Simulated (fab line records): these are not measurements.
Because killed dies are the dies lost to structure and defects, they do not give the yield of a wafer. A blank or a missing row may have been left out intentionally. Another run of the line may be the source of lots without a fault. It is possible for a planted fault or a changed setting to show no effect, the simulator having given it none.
fab line records	flow gf180mcu
record: lots: 12	wafers: 35	lastDay: 34
route steps=602 shown V4@497 MIM@503 PASSIVATION@587
lots that met no fault: from a run of the same line without faults
startH: hours from the record's first day to the start of the lot's first wafer shown	waitH: hours from the lot's prior step to this one	" same as the row above	L1.1+2: several wafers, shown together as one row	- no value, or no start given	* or withheld: withheld	< > ~ a bound
route shown NAME@n: a module of which the file shows steps, and the number in the route of the first	usual: mean and standard deviation over wafers with no fault	same: alike in all rows	chamber/n: place in a boat	sites: readings site by site	_std_site: how widely they spread, as a standard deviation	_edge_site: outer sites' mean less inner sites'	radiusMm: how far each site lies from the wafer's centre	mask NAME#n: copy n	behind: the tool/chamber that last shaped the wafer	hold: reason for holding the lot/hours on hold/outcome of the hold	device: which transistor (n, p or np) failed to switch	end of line: at the end of the route, the tests of the same wafers	for a step that has no rows: nothing shown but its recipe	killed: at the first sort, the dies lost to defects and structure; wafer yield is something else	map: shows each die of a wafer: x if killed, . if not, _ if none is there
set.NAME: setting as actually run; set.NAME@STEP: the setting as run at that earlier step	model.NAME: the simulator's own value behind a step, which no gauge read
one table for each step of the route and one row for each wafer, over a sample of lots
services: from which hour (startH, from the record's first day; less than 0 if before it) a tool's chamber was out of use, for how many hours, and why
== steps ==
step: GF_V4_SPUTTER_21
recipe: material: Ti	targetThkNm: 15	chamberPressurePa: 5	powerW: 2500	substrateTempC: 200	timeS: 80.02
usual: cathodeDcPowerW: 2500.0/0.45	throttleValvePct: 30.2/0.99
lot.wafer	tool	chamber	startH	waitH	cathodeDcPowerW	throttleValvePct
L345.3	pvdSputter-04	-	560.50	0.0	2499.6	30.2
L345.4	"	-	"	"	2500.3	28.3
L345.6	"	-	"	"	2500.7	28.3
L348.2	pvdSputter-04	-	598.71	0.0	2500.1	28.4
L348.4	"	-	"	"	2499.8	31.1
L348.6	"	-	"	"	2499.9	28.2
L350.3	pvdSputter-04	-	605.88	0.0	2500.3	28.5
L350.4	"	-	"	"	2500.4	31.0
L350.6	"	-	"	"	2500.2	31.1
L351.1	pvdSputter-04	-	612.59	0.0	2500.3	28.2
L351.4	"	-	"	"	2499.9	29.7
L351.6	"	-	"	"	2500.0	30.2
L352.2	pvdSputter-03	-	623.02	0.0	2499.3	31.0
L352.4	"	-	"	"	2500.1	31.8
L352.6	"	-	"	"	2500.9	32.1
L353.3	pvdSputter-04	-	626.10	0.0	2499.5	30.1
L353.4	"	-	"	"	2499.8	30.2
L353.5	"	-	"	"	2500.0	28.5
L354.2	pvdSputter-01	-	631.75	0.0	2499.8	29.7
L354.5	"	-	"	"	2500.1	31.2
L354.6	"	-	"	"	2500.7	29.0
L355.1	pvdSputter-01	-	643.74	0.0	2500.3	30.8
L355.4	"	-	"	"	2500.0	30.0
L355.6	"	-	"	"	2500.6	30.3
L356.1	pvdSputter-01	-	646.54	0.0	2500.1	31.0
L356.2	"	-	"	"	2500.4	30.3
L356.6	"	-	"	"	2499.2	31.3
L358.2	pvdSputter-01	-	666.75	0.0	2499.3	31.0
L358.4	"	-	"	"	2500.5	30.8
L358.6	"	-	"	"	2500.2	30.8
L364.5	pvdSputter-01	-	707.25	0.0	2499.6	29.2
L364.6	"	-	"	"	2500.8	30.1
L368.1	pvdSputter-03	-	725.38	0.0	2499.0	32.1
L368.2	"	-	"	"	2500.4	31.0
L368.6	"	-	"	"	2499.2	32.0
step: GF_MIM_SPUTTER_00
recipe: material: Ti	targetThkNm: 37.5	arrivingIonEnergyEv: 80	substrateTempC: 200	chamberPressurePa: 2	powerW: 4000	timeS: 150
usual: cathodeDcPowerW: 4000.0/0.73	throttleValvePct: 30.1/0.81
lot.wafer	tool	chamber	startH	waitH	cathodeDcPowerW	throttleValvePct
L345.3	pvdSputter-02	-	561.20	0.1	3999.9	30.4
L345.4	"	-	"	"	3999.9	30.2
L345.6	"	-	"	"	4000.4	30.2
L348.2	pvdSputter-01	-	599.40	0.1	4000.1	29.2
L348.4	"	-	"	"	3999.9	29.9
L348.6	"	-	"	"	4000.0	30.2
L350.3	pvdSputter-01	-	606.57	0.2	4000.0	31.0
L350.4	"	-	"	"	4000.3	31.0
L350.6	"	-	"	"	3999.7	31.1
L351.1	pvdSputter-01	-	613.29	0.1	4000.6	31.0
L351.4	"	-	"	"	4000.9	30.8
L351.6	"	-	"	"	4001.0	30.9
L352.2	pvdSputter-01	-	623.71	0.1	4000.3	30.8
L352.4	"	-	"	"	4001.3	29.2
L352.6	"	-	"	"	4000.5	31.1
L353.3	pvdSputter-02	-	626.79	0.1	4000.5	30.3
L353.4	"	-	"	"	3999.9	30.4
L353.5	"	-	"	"	4000.2	30.5
L354.2	pvdSputter-01	-	632.45	0.1	4000.8	29.1
L354.5	"	-	"	"	4000.6	31.1
L354.6	"	-	"	"	3999.7	29.3
L355.1	pvdSputter-02	-	644.43	0.1	3999.6	29.7
L355.4	"	-	"	"	4000.8	30.2
L355.6	"	-	"	"	4000.8	30.1
L356.1	pvdSputter-04	-	647.23	0.2	4000.1	28.5
L356.2	"	-	"	"	3999.6	30.2
L356.6	"	-	"	"	4000.1	30.8
L358.2	pvdSputter-01	-	667.45	0.1	3999.4	29.2
L358.4	"	-	"	"	3998.4	31.6
L358.6	"	-	"	"	4000.5	29.3
L364.5	pvdSputter-02	-	707.97	0.1	4000.7	29.0
L364.6	"	-	"	"	4000.6	30.4
L368.1	pvdSputter-04	-	726.08	0.2	4000.2	29.6
L368.2	"	-	"	"	4000.0	28.2
L368.6	"	-	"	"	4000.8	31.0
step: GF_MIM_SPUTTER_02
recipe: material: AlCu	targetThkNm: 450	powerW: 10600	timeS: 23.9	chamberPressurePa: 0.4
usual: cathodeDcPowerW: 10600/1.8	throttleValvePct: 30.1/0.83
lot.wafer	tool	chamber	startH	waitH	cathodeDcPowerW	throttleValvePct
L345.3	pvdSputter-02	-	561.33	0.0	10597	30.4
L345.4	"	-	"	"	10602	30.4
L345.6	"	-	"	"	10597	30.4
L348.2	pvdSputter-01	-	599.53	0.0	10603	29.4
L348.4	"	-	"	"	10600	29.9
L348.6	"	-	"	"	10600	30.0
L350.3	pvdSputter-01	-	606.70	0.0	10601	31.1
L350.4	"	-	"	"	10597	30.8
L350.6	"	-	"	"	10601	31.0
L351.1	pvdSputter-01	-	613.42	0.0	10601	31.3
L351.4	"	-	"	"	10600	31.3
L351.6	"	-	"	"	10599	31.1
L352.2	pvdSputter-01	-	623.84	0.0	10601	31.1
L352.4	"	-	"	"	10599	29.0
L352.6	"	-	"	"	10600	31.0
L353.3	pvdSputter-02	-	626.92	0.0	10597	30.0
L353.4	"	-	"	"	10600	30.8
L353.5	"	-	"	"	10601	30.4
L354.2	pvdSputter-01	-	632.58	0.0	10601	29.4
L354.5	"	-	"	"	10599	30.9
L354.6	"	-	"	"	10601	29.4
L355.1	pvdSputter-02	-	644.57	0.0	10597	29.6
L355.4	"	-	"	"	10601	30.1
L355.6	"	-	"	"	10599	30.2
L356.1	pvdSputter-04	-	647.37	0.0	10600	28.4
L356.2	"	-	"	"	10603	30.3
L356.6	"	-	"	"	10600	30.7
L358.2	pvdSputter-01	-	667.58	0.0	10602	29.2
L358.4	"	-	"	"	10603	30.9
L358.6	"	-	"	"	10599	29.4
L364.5	pvdSputter-02	-	708.06	0.0	10600	29.0
L364.6	"	-	"	"	10604	30.4
L368.1	pvdSputter-04	-	726.21	0.0	10597	29.8
L368.2	"	-	"	"	10598	28.4
L368.6	"	-	"	"	10604	31.0
step: GF_PASSIVATION_CVD_00
recipe: material: SiO2	targetThkNm: 1000	precursor: TEOS	tempC: 400	timeS: 111.95	rfW: 600
usual: heaterPowerW: 729/82	runLengthS: 139.7/0.47
lot.wafer	tool	chamber	startH	waitH	heaterPowerW	runLengthS
L345.3	pecvd-03	1	649.22	0.0	820	138.9
L345.4	"	0	"	"	725	139.9
L345.6	"	1	"	"	637	138.9
L348.2	pecvd-03	0	683.83	0.0	749	139.5
L348.4	"	1	"	"	779	138.9
L348.6	"	2	"	"	648	140.0
L350.3	pecvd-03	0	689.55	0.0	720	140.1
L350.4	"	1	"	"	790	139.1
L350.6	"	0	"	"	772	139.9
L351.1	pecvd-01	0	696.56	0.0	703	139.7
L351.4	"	2	"	"	728	140.1
L351.6	"	0	"	"	567	139.7
L352.2	pecvd-03	0	706.75	0.0	663	139.5
L352.4	"	2	"	"	748	139.8
L352.6	"	0	"	"	716	140.1
L353.3	pecvd-04	2	707.31	0.0	709	140.6
L353.4	"	1	"	"	861	139.8
L353.5	"	0	"	"	860	139.3
L354.2	pecvd-01	1	714.02	0.0	662	139.5
L354.5	"	0	"	"	683	139.9
L354.6	"	2	"	"	792	140.3
L355.1	pecvd-01	2	724.40	0.0	660	140.7
L355.4	"	1	"	"	547	139.1
L355.6	"	0	"	"	721	140.0
L356.1	pecvd-01	0	726.80	0.0	697	139.7
L356.2	"	2	"	"	727	140.2
L356.6	"	2	"	"	749	139.9
L358.2	pecvd-01	0	744.71	0.0	638	140.0
L358.4	"	0	"	"	677	139.8
L358.6	"	2	"	"	626	139.7
L364.5	pecvd-03	2	780.07	0.0	667	118.5
L364.6	"	1	"	"	618	118.0
L368.1	pecvd-04	1	796.74	0.0	878	139.6
L368.2	"	2	"	"	690	140.2
L368.6	"	1	"	"	717	139.9
step: GF_PASSIVATION_THK_MEAS_01
recipe: reads: SiO2_of_PASSIVATION_CVD_00
usual: PASSIVATION_CVD_00_THK: 996/13
lot.wafer	tool	chamber	startH	waitH	hold	PASSIVATION_CVD_00_THK[nm]
L345.3	filmMetro-04	-	649.31	0.1	-	988
L345.4	"	-	"	"	-	1011
L345.6	"	-	"	"	-	994
L348.2	filmMetro-04	-	683.92	0.0	-	995
L348.4	"	-	"	"	-	986
L348.6	"	-	"	"	-	999
L350.3	filmMetro-04	-	689.65	0.1	-	1007
L350.4	"	-	"	"	-	992
L350.6	"	-	"	"	-	1013
L351.1	filmMetro-04	-	696.64	0.0	-	993
L351.4	"	-	"	"	-	993
L351.6	"	-	"	"	-	1008
L352.2	filmMetro-02	-	706.83	0.0	-	1006
L352.4	"	-	"	"	-	1016
L352.6	"	-	"	"	-	1029
L353.3	filmMetro-02	-	707.41	0.1	-	973
L353.4	"	-	"	"	-	999
L353.5	"	-	"	"	-	994
L354.2	filmMetro-04	-	714.11	0.0	-	998
L354.5	"	-	"	"	-	1008
L354.6	"	-	"	"	-	993
L355.1	filmMetro-02	-	724.48	0.0	-	986
L355.4	"	-	"	"	-	1005
L355.6	"	-	"	"	-	1013
L356.1	filmMetro-02	-	726.88	0.0	-	1000
L356.2	"	-	"	"	-	983
L356.6	"	-	"	"	-	1001
L358.2	filmMetro-04	-	744.79	0.0	-	998
L358.4	"	-	"	"	-	1009
L358.6	"	-	"	"	-	1007
L364.5	filmMetro-02	-	780.15	0.0	awaitDispo/0.2h/release	829
L364.6	"	-	"	"	awaitDispo/0.2h/release	812
L364.5	filmMetro-02	-	780.37	0.2	-	829
L364.6	"	-	"	"	-	813
L368.1	filmMetro-02	-	796.82	0.0	-	972
L368.2	"	-	"	"	-	972
L368.6	"	-	"	"	-	996
== services ==
tool	chamber	startH	hours	kind
pecvd-03	1	537.54	18.7	repair
pecvd-03	2	550.17	22.3	repair
pecvd-01	1	570.00	1.9	repair
pvdSputter-03	-	573.92	4.1	repair
pecvd-01	-	583.85	2.6	repair
pecvd-03	-	591.12	14.0	pm
pecvd-03	-	597.54	5.2	repair
pecvd-01	-	606.88	1.7	repair
pvdSputter-02	-	622.19	3.5	repair
pecvd-03	2	624.94	7.3	repair
pvdSputter-02	1	647.11	-	consumableReplace:kit
pvdSputter-01	2	655.66	-	consumableReplace:kit
pvdSputter-01	2	655.66	18.0	scheduledDown
pvdSputter-01	2	655.66	18.0	ventCycle
pvdSputter-04	0	663.80	-	consumableReplace:kit
pvdSputter-04	0	663.80	18.0	scheduledDown
pvdSputter-04	0	663.80	18.0	ventCycle
pecvd-04	0	696.33	1.7	repair
pecvd-03	-	724.41	4.3	pm
pvdSputter-01	-	739.54	1.5	repair
pecvd-04	-	781.72	2.8	pm
pvdSputter-01	1	794.96	-	consumableReplace:kit
pvdSputter-01	1	794.96	18.0	scheduledDown
pvdSputter-01	1	794.96	18.0	ventCycle
== key ==
firstSign: step: GF_PASSIVATION_CVD_00	reading: runLengthS	direction: down	sigmas: 46	usual: *	struck: *
effect: step: GF_PASSIVATION_THK_MEAS_01	reading: visit	direction: added
effect: step: GF_PASSIVATION_THK_MEAS_01	reading: PASSIVATION_CVD_00_THK	direction: down	sigmas: 14	usual: 996	struck: 821
metAt GF_PASSIVATION_CVD_00
struckLots L364
struckWafers L364.5,L364.6
notActingAt GF_V4_SPUTTER_21,GF_MIM_SPUTTER_00,GF_MIM_SPUTTER_02
onsetBetween 706.75 780.07
fault: kind: processParameterDrift	tool: pecvd-03	chamber: -	onsetH: 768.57	steps: GF_PASSIVATION_CVD_00	channel: timeS	offset: *	shape: step	endH: 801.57	scope: struckWafersOnly	actsIn: *	stated: *
